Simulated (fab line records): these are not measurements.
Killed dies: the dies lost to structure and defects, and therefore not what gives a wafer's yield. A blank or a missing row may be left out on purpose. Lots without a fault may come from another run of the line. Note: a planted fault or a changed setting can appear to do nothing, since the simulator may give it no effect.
Chamber matching	flow sky130	4 sister chambers for SKY_METAL3_ETCH_17 on rie diel-01
The step etches SiO2 in C4F8/O2/Ar, stops on TiN, time 3.9 s, target depth 15 nm. 4 wafers are shown with their chamber, then 7 later ones without.

## WAFERS WITH THEIR CHAMBER
wafer	chamber	oes product au (a.u.)
L079.3	2	0.749
L081.3	1	0.753
L081.4	3	0.763
L084.5	0	0.767

## WAFERS WITHOUT THEIR CHAMBER
wafer	oes product au (a.u.)
L084.6	0.751
L091.1	0.753
L091.2	0.755
L091.5	0.758
L097.1	0.744
L097.3	0.762
L097.6	0.771

## WHICH CHAMBER EACH ONE RAN IN
wafer	from the rows above	in truth
L084.6	can't be placed: 1 or 2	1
L091.1	can't be placed: 1 or 2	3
L091.2	can't be placed: 1 or 2 or 3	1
L091.5	can't be placed: 1 or 3 or 0 or 2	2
L097.1	can't be placed: 2 or 1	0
L097.3	can't be placed: 3 or 0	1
L097.6	can't be placed: 0 or 3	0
Placed correctly: 0 of 7. Not placeable from these rows: 7 (in 4, the candidates include the true chamber). Number placed wrongly: 0.
How it was worked out, from the rows above alone: a wafer's distance from a chamber is the root of the sum, over the readings, of the square of ((its reading less the chamber's mean) divided by the reading's scatter). The wafer belongs to the nearest chamber; if the next one is less than 2 further off, it can't be placed. The mean given for a chamber averages the wafers shown for that chamber. The scatter: with one shown wafer a chamber, the root of the mean of the squares of how far each hidden wafer lies from its nearest shown one.
